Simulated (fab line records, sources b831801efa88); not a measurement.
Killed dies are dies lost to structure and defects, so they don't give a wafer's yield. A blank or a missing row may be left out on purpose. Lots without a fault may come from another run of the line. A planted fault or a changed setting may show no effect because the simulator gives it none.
fab line records | flow sky130
record lots=14 wafers=42 last_day=50
route steps=708 shown FIELD_ISO@3 NWELL@63 LDD_N@251 LI_CONTACT@374
lots that met no fault: from a run of the same line without faults
start_h: hours from the record's first day to the start of the lot's first wafer shown | wait_h: hours since the lot's step before | " the same as in the row above | L1.1+2: a row that stands for several wafers | - no value, or no start given | * or withheld: withheld | < > ~ a bound
route shown NAME@n: a module of which the file shows steps, and the number in the route of the first | usual: mean/standard deviation of fault-free wafers | same: alike in all rows | chamber/n: place in a boat | sites: the reading at each site | _std_site: their standard deviation | _edge_site: outer sites' mean less inner sites' | radius_mm: how far each site lies from the wafer's centre | mask NAME#n: copy n | behind: the tool/chamber that last shaped the wafer | hold: why the lot was held/for how many hours/how that ended | device: the transistor (n, p or np) that didn't switch | end of line: the same wafers' tests at the end of the route | a step without rows: its recipe alone | killed: dies lost to structure and defects at the first sort, not the wafer's yield | map: a wafer's dies, x killed, . not, _ none there
set.NAME: the setting as run; set.NAME@STEP: as run at that earlier step | model.NAME: the simulator's own value behind a step, which no gauge read
steps of the route over a sample of lots; a table a step, a row a wafer
services: from which hour (start_h, from the record's first day; less than 0 if before it) a tool's chamber was out of use, for how many hours, and why
## steps
# step SKY_FIELD_ISO_THK_MEAS_02
# recipe reads=SiO2_of_FIELD_ISO_OXIDATION_01
# usual FIELD_ISO_OXIDATION_00_THK=12.04/0.21
# columns lot.wafer tool chamber start_h wait_h FIELD_ISO_OXIDATION_00_THK[nm]
L422.1 film_metro-02 - 11.63 0.0 11.78
L422.5 " - " " 11.91
L422.6 " - " " 11.78
L423.3 film_metro-03 - 17.31 0.0 11.83
L423.5 " - " " 11.65
L423.6 " - " " 11.69
L424.1 film_metro-04 - 21.94 0.0 11.91
L424.2 " - " " 12.01
L424.4 " - " " 11.95
L426.2 film_metro-03 - 33.21 0.0 11.86
L426.3 " - " " 11.99
L426.5 " - " " 11.96
L427.2 film_metro-02 - 36.64 0.0 12.20
L427.3 " - " " 12.54
L427.5 " - " " 12.65
L429.4 film_metro-03 - 46.66 0.0 12.44
L429.5 " - " " 12.10
L429.6 " - " " 12.13
L433.2 film_metro-03 - 68.09 0.0 11.89
L433.4 " - " " 11.83
L433.5 " - " " 11.79
L434.2 film_metro-03 - 74.71 0.0 11.69
L434.3 " - " " 11.73
L434.5 " - " " 11.66
L440.1 film_metro-04 - 103.23 0.0 11.90
L440.2 " - " " 12.08
L440.4 " - " " 12.26
L441.2 film_metro-03 - 110.35 0.0 12.34
L441.4 " - " " 12.23
L441.6 " - " " 12.04
L442.4 film_metro-04 - 114.30 0.0 11.98
L442.5 " - " " 12.08
L442.6 " - " " 12.08
L443.3 film_metro-02 - 118.23 0.0 12.03
L443.5 " - " " 12.11
L443.6 " - " " 12.32
L444.3 film_metro-04 - 122.41 0.0 11.85
L444.4 " - " " 11.85
L444.5 " - " " 11.94
L445.1 film_metro-04 - 126.63 0.0 11.88
L445.2 " - " " 11.81
L445.6 " - " " 12.16
# step SKY_NWELL_OVL_MEAS_10
# usual NWELL_00_OVL=-0.4/1.2
# columns lot.wafer tool chamber start_h wait_h NWELL_00_OVL[nm]
L422.1 overlay-01 - 83.93 - -0.7
L422.5 " - " " -0.6
L422.6 " - " " 2.5
L423.3 overlay-01 - 92.57 - -1.3
L423.5 " - " " -2.5
L423.6 " - " " -0.1
L424.1 overlay-01 - 98.33 - -0.8
L424.2 " - " " -0.9
L424.4 " - " " -0.8
L426.2 overlay-01 - 108.80 - 1.8
L426.3 " - " " 1.9
L426.5 " - " " 0.7
L427.2 overlay-01 - 117.10 - -0.6
L427.3 " - " " -0.3
L427.5 " - " " -0.6
L429.4 overlay-01 - 127.00 - 1.8
L429.5 " - " " -0.4
L429.6 " - " " 1.6
L433.2 overlay-01 - 146.78 - -1.9
L433.4 " - " " 0.6
L433.5 " - " " 0.2
L434.2 overlay-02 - 155.78 - -1.7
L434.3 " - " " -2.9
L434.5 " - " " -0.7
L440.1 overlay-01 - 190.53 - -1.6
L440.2 " - " " -0.3
L440.4 " - " " 1.4
L441.2 overlay-01 - 202.48 - -0.2
L441.4 " - " " 0.4
L441.6 " - " " -0.2
L442.4 overlay-01 - 208.51 - -1.7
L442.5 " - " " -1.6
L442.6 " - " " -0.7
L443.3 overlay-01 - 209.80 - -3.1
L443.5 " - " " -2.9
L443.6 " - " " -0.7
L444.3 overlay-02 - 216.82 - -1.0
L444.4 " - " " 0.1
L444.5 " - " " -1.3
L445.1 overlay-01 - 221.15 - 0.1
L445.2 " - " " 0.7
L445.6 " - " " -1.2
# step SKY_LDD_N_IMPLANT_14
# recipe species=BF2 energy_kev=50 dose_cm2=5e+12 tilt_deg=30 rotation_deg=180
# usual faraday_current_uA=28.2/0.57 rotation_deg=180.01/0.047
# columns lot.wafer tool chamber start_h wait_h faraday_current_uA rotation_deg
L422.1 implanter-02 0 400.54 0.1 28.0 180.01
L422.5 " 0 " " 28.4 180.12
L422.6 " 0 " " 27.8 180.13
L423.3 implanter-03 0 410.40 0.1 28.3 180.00
L423.5 " 0 " " 28.6 179.97
L423.6 " 0 " " 28.3 180.03
L424.1 implanter-02 0 417.94 0.1 27.5 180.05
L424.2 " 0 " " 28.5 179.99
L424.4 " 0 " " 28.2 180.11
L426.2 implanter-02 0 427.10 0.1 28.2 179.98
L426.3 " 0 " " 28.5 180.04
L426.5 " 0 " " 28.3 179.95
L427.2 implanter-02 0 444.17 0.1 28.8 180.03
L427.3 " 0 " " 27.9 180.00
L427.5 " 0 " " 27.6 180.09
L429.4 implanter-01 0 465.35 0.1 28.1 180.02
L429.5 " 0 " " 28.1 180.05
L429.6 " 0 " " 28.2 179.99
L433.2 implanter-01 0 496.37 0.1 28.1 340.30
L433.4 " 0 " " 29.1 340.32
L433.5 " 0 " " 28.2 340.30
L434.2 implanter-01 0 508.97 0.1 28.2 340.35
L434.3 " 0 " " 28.1 340.34
L434.5 " 0 " " 28.4 340.36
L440.1 implanter-03 0 556.34 0.1 28.2 180.02
L440.2 " 0 " " 26.9 180.02
L440.4 " 0 " " 28.9 180.04
L441.2 implanter-03 0 574.72 0.1 28.2 180.02
L441.4 " 0 " " 28.3 179.95
L441.6 " 0 " " 28.4 180.04
L442.4 implanter-01 0 581.75 0.1 27.9 179.95
L442.5 " 0 " " 27.8 180.04
L442.6 " 0 " " 29.0 180.02
L443.3 implanter-03 0 582.50 0.1 27.9 179.98
L443.5 " 0 " " 28.2 179.98
L443.6 " 0 " " 28.1 179.97
L444.3 implanter-02 0 591.64 0.1 27.7 179.96
L444.4 " 0 " " 28.2 180.05
L444.5 " 0 " " 28.4 180.00
L445.1 implanter-02 0 596.29 0.1 29.2 180.12
L445.2 " 0 " " 28.0 179.98
L445.6 " 0 " " 27.9 179.96
# step SKY_LI_CONTACT_CD_MEAS_12
# recipe target_cd_nm=170
# usual cd_nm=170.0/1.9
# columns lot.wafer tool chamber start_h wait_h cd_nm
L422.1 cd_sem-02 - 671.68 - 174.5
L422.5 " - " " 175.2
L422.6 " - " " 174.2
L423.3 cd_sem-02 - 683.76 - 168.8
L423.5 " - " " 170.1
L423.6 " - " " 170.3
L424.1 cd_sem-01 - 689.29 - 167.8
L424.2 " - " " 170.4
L424.4 " - " " 169.1
L426.2 cd_sem-01 - 698.30 - 171.1
L426.3 " - " " 170.9
L426.5 " - " " 170.8
L427.2 cd_sem-02 - 711.30 - 169.3
L427.3 " - " " 169.5
L427.5 " - " " 169.7
L429.4 cd_sem-01 - 731.61 - 171.6
L429.5 " - " " 172.6
L429.6 " - " " 170.5
L433.2 cd_sem-02 - 758.66 - 164.9
L433.4 " - " " 168.7
L433.5 " - " " 168.0
L434.2 cd_sem-01 - 768.40 - 170.9
L434.3 " - " " 168.3
L434.5 " - " " 170.9
L440.1 cd_sem-02 - 816.40 - 169.4
L440.2 " - " " 170.8
L440.4 " - " " 170.6
L441.2 cd_sem-01 - 829.27 - 173.0
L441.4 " - " " 169.8
L441.6 " - " " 171.8
L442.4 cd_sem-02 - 835.86 - 169.7
L442.5 " - " " 169.6
L442.6 " - " " 171.5
L443.3 cd_sem-02 - 837.14 - 169.6
L443.5 " - " " 167.1
L443.6 " - " " 168.7
L444.3 cd_sem-02 - 842.98 - 168.4
L444.4 " - " " 169.4
L444.5 " - " " 168.4
L445.1 cd_sem-01 - 845.75 - 168.9
L445.2 " - " " 169.1
L445.6 " - " " 168.5
## services
# columns tool chamber start_h hours kind
implanter-02 - 409.17 4.1 repair
implanter-03 - 437.06 1.8 pm
implanter-03 - 449.85 2.4 repair
implanter-02 - 503.53 3.3 repair
implanter-01 - 527.61 5.5 repair
implanter-01 - 586.32 25.1 pm
implanter-03 - 589.34 141.5 pm
## key
first_sign step=SKY_LDD_N_IMPLANT_14 reading=rotation_deg direction=up sigmas=99+ usual=180.01 struck=340.33
effect none on later readings
met_at SKY_LDD_N_IMPLANT_14
struck_lots L433,L434
tester_left_out L433,L434
not_acting_at SKY_FIELD_ISO_THK_MEAS_02,SKY_NWELL_OVL_MEAS_10,SKY_LI_CONTACT_CD_MEAS_12
onset_between 465.35 496.37
fault kind=process_parameter_drift tool=implanter-01 chamber=- onset_h=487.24 steps=SKY_LDD_N_IMPLANT_14 channel=rotation_deg offset=160.3 shape=step end_h=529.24 acts_in=these_recipes_only stated=180
# tester_left_out: of these lots the tester's yield and bins aren't shown, on N5 and GAA mostly nor the transistor test; their killed dies are dies lost to structure and defects alone, not to doping, threshold or leakage, so they don't give the yield
